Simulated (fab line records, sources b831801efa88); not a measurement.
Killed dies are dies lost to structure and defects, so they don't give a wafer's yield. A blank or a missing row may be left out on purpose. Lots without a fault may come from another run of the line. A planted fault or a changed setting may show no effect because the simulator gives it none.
A struck lot beside a sound one | flow gf180mcu | 17 steps out of a route of 602
Sound: wafers L717.3, L717.5, L717.6. Struck: wafers L726.3, L726.5. (L726.4 of the same lot was not struck and is left out.) The cause comes at the end.
At each step with rows: each side's tool, then ch and its chambers, then its first start. Under that, the readings that differ: sound wafers | struck wafers | difference of the means | sigmas: that difference in standard deviations of wafers without a fault.
alike: readings whose means differ by less than 2 such deviations, and words and numbers that are the same on both sides. not compared: withheld readings, readings that some wafer has no value for, bounds like >300 that may hide the same value, and numbers for which the record gives no deviation and whose values overlap.
The two part at a step that has a row with sigmas, a row that says differs or no value, or rows on one side only. Numbers that don't overlap but have no deviation are shown without sigmas and don't part them. A reading that every wafer of one side lacks parts them only if that side has two wafers or more.

first, 1 step without rows for these wafers: GF_STI_OXIDATION_01 (stabilise 600 s, purge 300 s, target thk 10 nm).
GF_STI_THK_MEAS_02:
  sound on film_metro-03, day 2 02:46; struck on film_metro-04, day 4 00:02
  alike: STI_OXIDATION_THK
then, 1 step without rows for these wafers: GF_STI_CVD_03 (deposits Si3N4 from DCS/NH3, target thk 207.16 nm, time 3551 s).
GF_STI_THK_MEAS_04:
  sound on film_metro-04, day 2 04:48; struck on film_metro-03, day 4 02:05
  alike: STI_CVD_03_THK
then, 7 steps without rows for these wafers: GF_STI_DEHYDRATE_05 (time 60 s); GF_STI_HMDS_06 (prime time 60 s); GF_STI_COAT_07 (resist thk 700 nm); GF_STI_SOFTBAKE_08 (time 60 s); GF_STI_EXPOSE_09 (exposes mask COMP, target cd 220 nm); GF_STI_PEB_10 (peb time 90 s); GF_STI_DEVELOP_11 (develop time 60 s).
GF_STI_CD_MEAS_12: target cd 220 nm.
  sound on cd_sem-02, day 2 16:39; struck on cd_sem-01, day 4 15:48
  alike: cd_nm
GF_STI_ETCH_13: etches the open film in CHF3/O2, stops on Si, target depth 282.31 nm, time 112.9 s.
  sound on rie_diel-01 ch 2,3, day 2 16:46; struck on rie_diel-04 ch 0,1, day 4 15:53
  reading                              | sound             | struck      | difference | sigmas
  O2_flow_sccm (sccm)                  | 5.024 4.994 5.022 | 4.969 4.988 | -0.035     | -2
  model.KrF_of_STI_COAT_07.thk_nm (nm) | 441 442.6 441     | 499.5 500.1 | +58.3      |
  alike: drypump_motor_current_A, oes_product_au, throttle_valve_pct
  not compared: rf_hours_counter_h
GF_STI_ETCH_14: etches Si in HBr/Cl2/O2, target depth 360 nm, time 102.9 s.
  sound on rie_si-02 ch 1,3, day 2 16:51; struck on rie_si-01 ch 2, day 4 15:58
  reading                              | sound             | struck      | difference | sigmas
  oes_product_au (a.u.)                | 0.992 1.005 0.996 | 0.967 0.959 | -0.035     | -3
  model.KrF_of_STI_COAT_07.thk_nm (nm) | 321 322 321.2     | 383.4 383.7 | +62.1      |
  alike: O2_flow_sccm, drypump_motor_current_A, throttle_valve_pct
  not compared: rf_hours_counter_h
GF_STI_STRIP_15: strips in O2/N2.
  sound on plasma_asher-02 ch 0,1, day 2 16:58; struck on plasma_asher-01 ch 1, day 4 16:04
  reading                      | sound             | struck      | difference | sigmas
  oes_product_au (a.u.)        | 0.392 0.382 0.393 | 0.407 0.414 | +0.021     | +4
  strip_time_to_endpoint_s (s) | 3.74 3.77 3.73    | 4.39 4.40   | +0.65      | +11
  alike: drypump_motor_current_A, heater_power_w
then, 1 step without rows for these wafers: GF_STI_CLEAN_16 (cleans in dHF, time 25 s).
-- the record jumps here: 28 days lie between the struck wafers' starts before and after (it left off in module STI and takes up again in module PASSIVATION, whose first step shown is number 602 of the route) --
GF_PASSIVATION_PROBE_99:
  the record has rows for the struck wafers here (prober-01, day 32 18:35) and none for the sound ones

WHERE THEY PART
First at GF_STI_ETCH_13; last, within this record, at GF_PASSIVATION_PROBE_99.

WHY: what the simulator had put in
Process parameter drift: rie_diel-04, from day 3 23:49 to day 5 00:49, at GF_STI_ETCH_13. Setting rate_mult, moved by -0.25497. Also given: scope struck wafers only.
